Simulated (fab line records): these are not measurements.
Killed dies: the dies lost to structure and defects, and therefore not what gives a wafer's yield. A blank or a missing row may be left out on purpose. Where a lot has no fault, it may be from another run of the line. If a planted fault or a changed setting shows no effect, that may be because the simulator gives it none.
The tool behind it: which one? | flow sky130 | Sampling: 14 lots, 42 wafers, 6 of 708 route steps

## WHAT THE GAUGES SHOWED, per wafer
SKY_LDD_HVN_OVL_MEAS_07. Usual: for LDD_HVN_OVL the level is -0.5 nm and the standard deviation is 1.4.
lot  | measured     | on         | LDD_HVN_OVL (nm) | flag
L264 | day 20 23:07 | overlay-02 | -0.9 -1.4 -0.4   |
L265 | day 21 10:26 | overlay-01 | -2.8 -1.7 -1.9   |
L270 | day 23 03:55 | overlay-02 | - - -            | OFF
L271 | day 23 04:40 | overlay-01 | - - -            | OFF
L275 | day 24 18:58 | overlay-01 | -1.5 -0.2 0.1    |
L277 | day 25 08:51 | overlay-02 | 0.8 0.1 1.4      |
L278 | day 25 14:21 | overlay-02 | -1.1 -1.0 0.7    |
L279 | day 25 23:58 | overlay-02 | 1.1 1.7 0.6      |
L280 | day 26 07:31 | overlay-02 | -1.6 -1.0 0.0    |
L281 | day 27 02:46 | overlay-01 | 0.3 0.5 0.1      |
L283 | day 27 14:04 | overlay-02 | -1.1 -0.8 -0.6   |
L284 | day 27 19:55 | overlay-02 | -2.0 -2.6 -0.5   |
L285 | day 28 04:59 | overlay-02 | 0.4 -2.2 0.0     |
L286 | day 28 12:24 | overlay-01 | 0.9 0.2 1.4      |

SKY_LDD_HVP_TW_MEAS_10. Usual: for LDD_HVP_TW the level is 458 and the standard deviation is 4.4.
lot  | measured     | on            | LDD_HVP_TW     | flag
L264 | day 22 05:31 | film_metro-04 | 462 462 465    |
L265 | day 22 17:56 | film_metro-04 | 462 463 462    |
L270 | day 24 09:50 | film_metro-02 | 1461 1454 1458 | OFF
L271 | day 24 10:11 | film_metro-01 | 1426 1424 1426 | OFF
L275 | day 26 00:49 | film_metro-04 | 458 457 460    |
L277 | day 26 14:25 | film_metro-02 | 462 462 462    |
L278 | day 26 20:25 | film_metro-04 | 457 459 460    |
L279 | day 27 06:21 | film_metro-01 | 450 450 453    |
L280 | day 27 13:38 | film_metro-04 | 459 463 461    |
L281 | day 28 08:30 | film_metro-01 | 451 453 454    |
L283 | day 28 19:21 | film_metro-02 | 468 465 465    |
L284 | day 29 01:07 | film_metro-04 | 462 458 460    |
L285 | day 29 09:43 | film_metro-02 | 466 466 462    |
L286 | day 29 16:39 | film_metro-04 | 459 461 459    |

SKY_LDD_LDN_TW_MEAS_13. Usual: for LDD_LDN_TW the level is 1478 and the standard deviation is 13.
lot  | measured     | on            | LDD_LDN_TW     | flag
L264 | day 23 11:56 | film_metro-02 | 1505 1503 1497 |
L265 | day 24 00:09 | film_metro-03 | 1479 1480 1480 |
L270 | day 25 15:22 | film_metro-02 | 1839 1849 1854 | OFF
L271 | day 25 16:11 | film_metro-03 | 1811 1809 1812 | OFF
L275 | day 27 06:38 | film_metro-03 | 1483 1476 1475 |
L277 | day 27 20:20 | film_metro-03 | 1465 1471 1473 |
L278 | day 28 02:34 | film_metro-03 | 1472 1469 1464 |
L279 | day 28 11:24 | film_metro-01 | 1469 1470 1463 |
L280 | day 28 19:02 | film_metro-02 | 1500 1519 1507 |
L281 | day 29 13:26 | film_metro-03 | 1470 1468 1470 |
L283 | day 29 23:27 | film_metro-01 | 1469 1473 1467 |
L284 | day 30 06:23 | film_metro-01 | 1467 1466 1472 |
L285 | day 30 13:50 | film_metro-01 | 1473 1474 1470 |
L286 | day 30 20:34 | film_metro-01 | 1468 1467 1468 |

SKY_SD_N_TW_MEAS_12. Usual: for SD_N_TW the level is 4004 and the standard deviation is 37.
lot  | measured     | on            | SD_N_TW        | flag
L264 | day 28 12:19 | film_metro-03 | 3924 3949 3946 |
L265 | day 28 23:53 | film_metro-04 | 4006 4020 4017 |
L270 | day 30 12:28 | film_metro-02 | 4071 4068 4061 |
L271 | day 30 14:06 | film_metro-04 | 4015 4039 4038 |
L275 | day 32 00:44 | film_metro-02 | 4044 4046 4062 |
L277 | day 32 14:49 | film_metro-04 | 4004 4003 3994 |
L278 | day 32 19:52 | film_metro-02 | 4062 4045 4072 |
L279 | day 33 04:26 | film_metro-02 | 4023 4007 4038 |
L280 | day 33 10:45 | film_metro-04 | 4003 4021 3994 |
L281 | day 34 05:57 | film_metro-04 | 4028 4013 4010 |
L283 | day 34 14:05 | film_metro-04 | 3999 3997 3990 |
L284 | day 34 19:30 | film_metro-04 | 4022 3986 3992 |
L285 | day 35 02:41 | film_metro-03 | 3946 3975 3963 |
L286 | day 35 10:41 | film_metro-03 | 3971 3975 3975 |

## WHICH TOOL RAN EACH LOT (tool, then ch and the chambers of the sampled wafers, then the start)
lot  | SKY_LDD_HVN_COAT_02               | SKY_LDD_HVN_STRIP_09
L264 | litho_track-02 ch 0, day 20 08:20 | plasma_asher-03 ch 0,1, day 20 23:18
L265 | litho_track-02 ch 0, day 20 18:37 | plasma_asher-03 ch 0,1, day 21 10:38
L270 | litho_track-01, day 22 12:39      | plasma_asher-01 ch 0,1, day 23 04:07
L271 | litho_track-03, day 22 13:43      | plasma_asher-04 ch 0,1, day 23 04:52
L275 | litho_track-02 ch 0, day 24 04:07 | plasma_asher-03 ch 0,1, day 24 19:10
L277 | litho_track-01 ch 0, day 24 18:06 | plasma_asher-04 ch 0,1, day 25 09:02
L278 | litho_track-01 ch 0, day 24 23:13 | plasma_asher-04 ch 0,1, day 25 14:32
L279 | litho_track-01 ch 0, day 25 09:27 | plasma_asher-03 ch 0,1, day 26 00:09
L280 | litho_track-03 ch 0, day 25 16:34 | plasma_asher-01 ch 0,1, day 26 07:43
L281 | litho_track-01 ch 0, day 26 12:12 | plasma_asher-01 ch 0,1, day 27 02:58
L283 | litho_track-01 ch 0, day 26 22:45 | plasma_asher-03 ch 0,1, day 27 14:15
L284 | litho_track-03 ch 0, day 27 05:49 | plasma_asher-04 ch 0,1, day 27 20:14
L285 | litho_track-02 ch 0, day 27 14:23 | plasma_asher-01 ch 0,1, day 28 05:10
L286 | litho_track-03 ch 0, day 27 21:31 | plasma_asher-01 ch 0,1, day 28 12:37
- SKY_LDD_HVN_COAT_02: resist thk 300 nm.
- SKY_LDD_HVN_STRIP_09: strips in O2/N2.

## WHAT THE TOOLS THEMSELVES READ (means of the sampled wafers that have a number; where no wafer has one, the mark that the record gives instead)
SKY_LDD_HVN_COAT_02. Usual: chill_plate_temp_C 23.01 C, standard deviation 0.1; dispense_pressure_kPa 52.4 kPa, standard deviation 2.3; exhaust_pa 45.1 Pa, standard deviation 0.84; resist_line_temp_C 23.01 C, standard deviation 0.096; spin_speed_rpm 2999.8 rpm, standard deviation 2.
lot  | tool           | chill_plate_temp_C (C) | dispense_pressure_kPa (kPa) | exhaust_pa (Pa) | resist_line_temp_C (C) | spin_speed_rpm (rpm) | flag
L264 | litho_track-02 | 23.03                  | 50.1                        | 45.5            | 23.04                  | 2997.4               |
L265 | litho_track-02 | 22.89                  | 50.1                        | 45.2            | 23.07                  | 2999.5               |
L270 | litho_track-01 | -                      | -                           | -               | -                      | -                    | OFF
L271 | litho_track-03 | -                      | -                           | -               | -                      | -                    | OFF
L275 | litho_track-02 | 22.97                  | 50.1                        | 44.3            | 23.04                  | 2999.3               |
L277 | litho_track-01 | 23.13                  | 51.5                        | 45.8            | 23.10                  | 2997.5               |
L278 | litho_track-01 | 22.97                  | 51.5                        | 44.6            | 22.91                  | 3001.6               |
L279 | litho_track-01 | 22.99                  | 51.5                        | 44.8            | 22.89                  | 3000.0               |
L280 | litho_track-03 | 23.02                  | 55.6                        | 44.9            | 23.07                  | 3000.5               |
L281 | litho_track-01 | 22.93                  | 51.5                        | 45.1            | 23.11                  | 3000.0               |
L283 | litho_track-01 | 22.94                  | 51.4                        | 45.0            | 23.03                  | 3000.2               |
L284 | litho_track-03 | 23.03                  | 55.6                        | 45.7            | 22.98                  | 3002.7               |
L285 | litho_track-02 | 22.92                  | 50.1                        | 45.6            | 23.01                  | 2999.7               |
L286 | litho_track-03 | 23.09                  | 55.6                        | 45.2            | 23.12                  | 2998.4               |

SKY_LDD_HVN_STRIP_09. Usual: drypump_motor_current_A 5.75 A, standard deviation 0.27; oes_product_au 0.409 a.u., standard deviation 0.0044; strip_time_to_endpoint_s 4.139 s, standard deviation 0.016.
lot  | tool            | drypump_motor_current_A (A) | oes_product_au (a.u.) | strip_time_to_endpoint_s (s) | flag
L264 | plasma_asher-03 | 5.95                        | 0.413                 | 4.134                        |
L265 | plasma_asher-03 | 5.91                        | 0.407                 | 4.119                        |
L270 | plasma_asher-01 | 5.88                        | -                     | -                            | OFF
L271 | plasma_asher-04 | 5.60                        | -                     | -                            | OFF
L275 | plasma_asher-03 | 5.91                        | 0.409                 | 4.158                        |
L277 | plasma_asher-04 | 5.40                        | 0.410                 | 4.140                        |
L278 | plasma_asher-04 | 5.59                        | 0.410                 | 4.125                        |
L279 | plasma_asher-03 | 5.92                        | 0.410                 | 4.155                        |
L280 | plasma_asher-01 | 5.87                        | 0.408                 | 4.140                        |
L281 | plasma_asher-01 | 5.68                        | 0.406                 | 4.112                        |
L283 | plasma_asher-03 | 5.92                        | 0.408                 | 4.146                        |
L284 | plasma_asher-04 | 5.42                        | 0.409                 | 4.134                        |
L285 | plasma_asher-01 | 5.88                        | 0.405                 | 4.126                        |
L286 | plasma_asher-01 | 5.85                        | 0.413                 | 4.136                        |

## THE ANSWER, worked out from the rows above alone
Rule: take the mean of a lot's wafers that have a number; if it is more than 3 standard deviations from the usual mean, the lot is off. Also off: a lot with no number at a reading for which 4 or more lots have one. Where the step has rows for the other lots, those lots are counted as sound. Order of review: gauges by route order, followed by the tools' own readings, for which a lot's mean as printed above is used. At the first step where some lot is off, the reading lying furthest off is the one used; lots without a number count as furthest.
Off: at SKY_LDD_HVN_OVL_MEAS_07 (LDD_HVN_OVL), L270, L271. Without a number there: L270, L271.
A tool fits if, at a process step before that reading, it ran every lot that is off, and no sound lot after the first of them. Not tried: the gauges at SKY_LDD_HVN_OVL_MEAS_07; whatever is off there is also off at SKY_LDD_HVP_TW_MEAS_10, on other tools, and gauge error can't account for it. Of those tried, none fits.

## WHAT THE SIMULATOR HAD PUT IN
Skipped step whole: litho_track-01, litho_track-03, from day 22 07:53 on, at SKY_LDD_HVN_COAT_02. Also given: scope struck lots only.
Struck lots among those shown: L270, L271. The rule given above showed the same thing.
